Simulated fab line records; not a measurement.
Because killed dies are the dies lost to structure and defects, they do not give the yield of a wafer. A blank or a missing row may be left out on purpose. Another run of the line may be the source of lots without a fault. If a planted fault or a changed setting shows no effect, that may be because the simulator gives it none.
Matching of chambers | flow gf180mcu | 4 sister chambers for GF_CONTACT_CMP_04 on cmp-01
The step polishes SiO2. 7 wafers are shown with their chamber, then 8 later ones without.

== EACH WAFER AND ITS CHAMBER ==
wafer  | chamber | motorCurrentA (A) | timeToEndpointS (s)
L269.6 | 3       | 16.1              | 124
L272.1 | 3       | 16.3              | 109
L272.5 | 0       | 12.5              | 114
L273.1 | 1       | 12.0              | 117
L273.4 | 2       | 12.0              | 112
L273.5 | 2       | 11.6              | 107
L280.2 | 1       | 11.9              | 117

== WAFERS WITH NO CHAMBER GIVEN ==
wafer  | motorCurrentA (A) | timeToEndpointS (s)
L280.3 | 11.5              | 104
L280.5 | 12.0              | 106
L282.1 | 16.0              | 116
L282.2 | 11.5              | 107
L282.3 | 12.1              | 112
L283.3 | 11.9              | 102
L283.4 | 11.9              | 107
L283.6 | 12.3              | 125

== WHICH CHAMBER EACH WENT THROUGH ==
wafer  | from the rows above          | in truth
L280.3 | can't be placed: 2 or 1      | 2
L280.5 | can't be placed: 2 or 1 or 0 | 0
L282.1 | 3                            | 3
L282.2 | can't be placed: 2 or 1      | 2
L282.3 | can't be placed: 1 or 2 or 0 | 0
L283.3 | can't be placed: 2 or 1      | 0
L283.4 | can't be placed: 2 or 1      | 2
L283.6 | can't be placed: 0 or 1 or 2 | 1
Correct placement for 1 of the 8. From these rows, 7 cannot be placed; in 6 the true chamber is one of the candidates. Number placed wrongly: 0.
How it was worked out, from the rows above alone: a wafer's distance from a chamber is the root of the sum, over the readings, of the square of ((its reading less the chamber's mean) divided by the reading's scatter). If the next closest chamber is less than 2 further off than the closest, the wafer can't be placed; otherwise it belongs to the closest. For every chamber, the mean is computed from those of its wafers that are shown. The scatter is the square root of a quotient: the sum, over the shown wafers, of each reading's squared deviation from its chamber's mean, divided by wafers minus chambers.
